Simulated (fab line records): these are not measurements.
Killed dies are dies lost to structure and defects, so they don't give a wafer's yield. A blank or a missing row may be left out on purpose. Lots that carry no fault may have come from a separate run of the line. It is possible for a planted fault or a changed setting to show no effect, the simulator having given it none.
Struck lot and sound lot, side by side | flow sky130 | 20 steps out of a route of 708
Sound: wafers L162.3, L162.4, L162.5. The struck wafers were L164.3, L164.5, L164.6. The cause is named last.
Order at every step that has rows: each side's tool, ch and its chambers, its first start. Under that, the readings that differ: sound wafers | struck wafers | difference of the means | sigmas: that difference in standard deviations of wafers without a fault.
alike: same words and numbers on both sides, and readings whose means sit less than 2 such deviations apart. not compared: any withheld reading, any reading some wafer has no value for, any bound like >300 that may hide the same value, and any number with overlapping values for which the record gives no deviation.
The two part at a step that has a row with sigmas, a row that says differs or no value, or rows on one side only. Non-overlapping numbers with no deviation appear without sigmas and do not part them. Lack of a reading on every wafer of one side parts them only where that side has two or more wafers.

first, 1 step without rows for these wafers: SKY_RES_XHIGH_IMPLANT_07.
SKY_RES_XHIGH_STRIP_08: strips in O2/N2.
  sound on plasma asher-03 ch 0,1, day 30 02:02; struck on plasma asher-02 ch 0,1, day 31 02:16
  alike: drypump motor current A, oes product au, strip time to endpoint s
  not compared: rf hours counter h
SKY_RES_XHIGH_TW_MEAS_09:
  struck on film metro-01, day 31 02:22; sound on film metro-01, day 30 02:08
  alike: RES_XHIGH_TW
then, 7 steps without rows for these wafers: SKY_SD_N_DEHYDRATE_00 (time 60 s); SKY_SD_N_HMDS_01 (prime time 60 s); SKY_SD_N_COAT_02 (resist thk 1140 nm); SKY_SD_N_SOFTBAKE_03 (time 60 s); SKY_SD_N_EXPOSE_04 (exposes mask NSDM, target cd 380 nm); SKY_SD_N_PEB_05; SKY_SD_N_DEVELOP_06 (develop time 60 s).
SKY_SD_N_CD_MEAS_07 targets a cd of 380 nm.
  struck on cd sem-01, day 32 05:08; sound on cd sem-02, day 31 05:43
  alike: cd nm
SKY_SD_N_OVL_MEAS_08:
  struck on overlay-01, day 32 05:13; sound on overlay-02, day 31 05:49
  alike: SD_N_OVL
SKY_SD_N_IMPLANT_09:
  sound on implanter-02 ch 0, day 31 05:53; struck on implanter-02 ch 0, day 32 05:17
  reading                   | sound                | struck               | difference | sigmas
  beam energy keV           | 50.033 50.021 50.011 | 44.171 44.182 44.181 | -5.844     | -99 or more
  model.implant.rp nm (nm)  | 32.07 32.07 32.07    | 28.82 28.82 28.82    | -3.25      |
  model.implant.drp nm (nm) | 14.11 14.11 14.11    | 12.87 12.87 12.87    | -1.24      |
then, 1 step without rows for these wafers: SKY_SD_N_IMPLANT_10.
SKY_SD_N_STRIP_11: strips in O2/N2.
  sound on plasma asher-03 ch 0,1, day 31 06:10; struck on plasma asher-01 ch 0,1, day 32 05:35
  reading                      | sound             | struck            | difference | sigmas
  oes product au (a.u.)        | 0.528 0.526 0.531 | 0.546 0.544 0.547 | +0.017     | +4
  strip time to endpoint s (s) | 22.51 22.50 22.56 | 21.64 21.62 21.67 | -0.88      | -20
  alike: drypump motor current A
  not compared: rf hours counter h
SKY_SD_N_TW_MEAS_12:
  struck on film metro-02, day 32 06:01; sound on film metro-04, day 31 06:15
  reading | sound          | struck         | difference | sigmas
  SD_N_TW | 3969 3968 3992 | 3792 3799 3779 | -186       | -6
  not compared: hold
SKY_SD_N_RTA_14: time 2 s.
  sound on rtp anneal-01 ch 0, day 31 06:22; struck on rtp anneal-02 ch 0, day 32 07:12
  alike: anneal temp c max, lamp power pct, wafer_temp_C_max
SKY_SD_N_RS_MEAS_16: measures by four-point-probe.
  struck on film metro-04, day 32 07:41; sound on film metro-02, day 31 06:33
  reading          | sound             | struck            | difference | sigmas
  SD_N_RS (ohm/sq) | 68.61 68.61 68.46 | 73.09 73.12 73.07 | +4.53      | +41
  not compared: hold
SKY_SD_N_RS_MEAS_17: measures by four-point-probe.
  struck on film metro-04, day 32 09:59; sound on film metro-02, day 31 06:40
  reading | sound | struck                                                                     | difference                   | sigmas
  hold    | - - - | await dispo/2.2h/release await dispo/2.2h/release await dispo/2.2h/release | no value on the sound wafers |
  alike: SD_P_RS
-- record jumps: 17 days separate the struck wafers' starts on either side; left off in module SD_N, taken up again in module PAD_OPEN, whose first shown step is the route's number 708 --
SKY_PAD_OPEN_PROBE_99:
  struck on prober-01, day 49 03:16; sound on prober-02, day 48 11:35
  reading                            | sound             | struck            | difference | sigmas
  model.etest.res ndiff.line ohm um  | 771.9 765.2 745.1 | 803.1 805.2 799.6 | +41.9      |
  model.etest.res ndiff.rs ohm sq    | 120.6 119.8 119.7 | 126.7 126.9 127.3 | +6.9       |
  model.etest.res ndiff hv.rs ohm sq | 114.5 114.3 114.7 | 119.5 119.8 119.9 | +5.2       |
  alike: killed_at_M0_to_M3, killed_at_M4_up, killed at contacts, killed at front end, killed at other, killed dies, killed open, killed short

WHERE THEY PART
At SKY_SD_N_IMPLANT_09 first; at SKY_SD_N_RS_MEAS_17 last (within this record only). Later steps at which nothing parts them and some readings are alike: SKY_PAD_OPEN_PROBE_99.

WHY: whatever the simulator had introduced
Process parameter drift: implanter-02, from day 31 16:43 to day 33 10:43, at SKY_SD_N_IMPLANT_09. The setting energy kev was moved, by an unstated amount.
